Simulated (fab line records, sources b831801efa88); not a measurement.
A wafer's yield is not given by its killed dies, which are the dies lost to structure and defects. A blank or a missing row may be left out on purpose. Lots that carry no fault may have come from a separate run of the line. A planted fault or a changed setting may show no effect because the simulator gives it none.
2 desks, one fault	flow gf180mcu	what lay behind the numbers comes last; until then each desk has only its own

== AT THE TOOL OWNER'S DESK: pvd_sputter-01 ==
The tool's own readings at GF_MIM_SPUTTER_03 (material Ti, target thk 10 nm, time 6.7 s): means of the sampled wafers that have a number, for each lot that ran on this tool. The brackets show how far a lot's mean lies from the usual mean; more than 4 standard deviations puts the lot out of limits, marked OUT.
Columns: A = throttle_valve_pct at GF_MIM_SPUTTER_03, usual 30.0 %
lot	first seen here	A
L879	day 25 04:41	30.4
L880	day 25 08:04	29.8
L900	day 31 11:50	30.4
Finding of this desk: none of the 3 lots has anything out of limits.

== THE METROLOGY DESK ==
What the gauges read, lot by lot, whatever tool the lot ran on: means of the sampled wafers that have a number. The brackets show how far a lot's mean lies from the usual mean; more than 4 standard deviations puts the lot out of limits, marked OUT.
Columns: A = V4_W_RS at GF_V4_RS_MEAS_24, usual 0.328 ohm/sq; B = V4_W_THK at GF_V4_THK_MEAS_25, usual 354 nm
lot	first seen here	A	B
L879	day 25 04:02	0.326	352
L880	day 25 07:27	0.328	354
L891	day 28 23:42	0.329	353
L896	day 30 00:44	0.325	358
L897	day 30 07:51	0.333	349
L900	day 31 11:11	0.329	352
Finding of this desk: none of the 6 lots has anything out of limits.

== BROUGHT TOGETHER ==
The tool owner's desk saw nothing out of limits.
From the metrology desk's view, nothing was out of limits.

== WHAT HAD BEEN PUT IN BY THE SIMULATOR ==
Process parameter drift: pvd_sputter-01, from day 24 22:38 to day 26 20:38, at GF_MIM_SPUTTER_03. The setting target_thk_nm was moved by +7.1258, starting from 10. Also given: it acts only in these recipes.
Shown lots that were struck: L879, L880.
